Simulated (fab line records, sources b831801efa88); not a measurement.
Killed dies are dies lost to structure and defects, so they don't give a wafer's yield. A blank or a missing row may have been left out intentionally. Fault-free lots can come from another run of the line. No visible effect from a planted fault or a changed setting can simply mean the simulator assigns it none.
What tool caused it? || flow sky130 || 18 wafers sampled from 6 lots at 1 step of a route of 708

== WHAT THE GAUGES SHOWED, per wafer ==
SKY_FIELD_ISO_THK_MEAS_23.
{"lot": "L906", "measured": "day 2 19:24", "on": "filmMetro-01", "FIELD_ISO_OXIDATION_01_THK (nm)": "10.12 10.12 10.38"}
{"lot": "L910", "measured": "day 3 14:44", "on": "filmMetro-01", "FIELD_ISO_OXIDATION_01_THK (nm)": "10.15 10.04 10.29"}
{"lot": "L913", "measured": "day 4 04:50", "on": "filmMetro-04", "FIELD_ISO_OXIDATION_01_THK (nm)": "10.00 10.13 10.20"}
{"lot": "L917", "measured": "day 5 13:22", "on": "filmMetro-04", "FIELD_ISO_OXIDATION_01_THK (nm)": "10.14 10.15 10.05"}
{"lot": "L923", "measured": "day 6 08:47", "on": "filmMetro-01", "FIELD_ISO_OXIDATION_01_THK (nm)": "10.07 10.11 9.98"}
{"lot": "L926", "measured": "day 7 03:37", "on": "filmMetro-01", "FIELD_ISO_OXIDATION_01_THK (nm)": "10.10 10.03 10.01"}

== TOOL THAT RAN EACH LOT (tool first, then ch and the chambers of the sampled wafers, then the start) ==
There is no process step in the record ahead of these readings.

== THE ANSWER, worked out from the rows above alone ==
Rule: the lots themselves supply what counts as usual. The widest of any qualifying gaps counts: lots, ordered by their means at a reading, are off when they make up no more than a third of the lots, leave a main group of 4 or more, and stand apart from it by 3 or more times the standard deviation of that group's means. A main group whose means are all the same, to the digits that the tables above print for the reading, isn't used. A lot without any number at a reading at which 4 lots or more have one is off too. Where the step has rows for the other lots, those lots are counted as sound.
No lot is off at any reading shown: from this, nothing can be told.

== WHAT THE SIMULATOR HAD PUT IN ==
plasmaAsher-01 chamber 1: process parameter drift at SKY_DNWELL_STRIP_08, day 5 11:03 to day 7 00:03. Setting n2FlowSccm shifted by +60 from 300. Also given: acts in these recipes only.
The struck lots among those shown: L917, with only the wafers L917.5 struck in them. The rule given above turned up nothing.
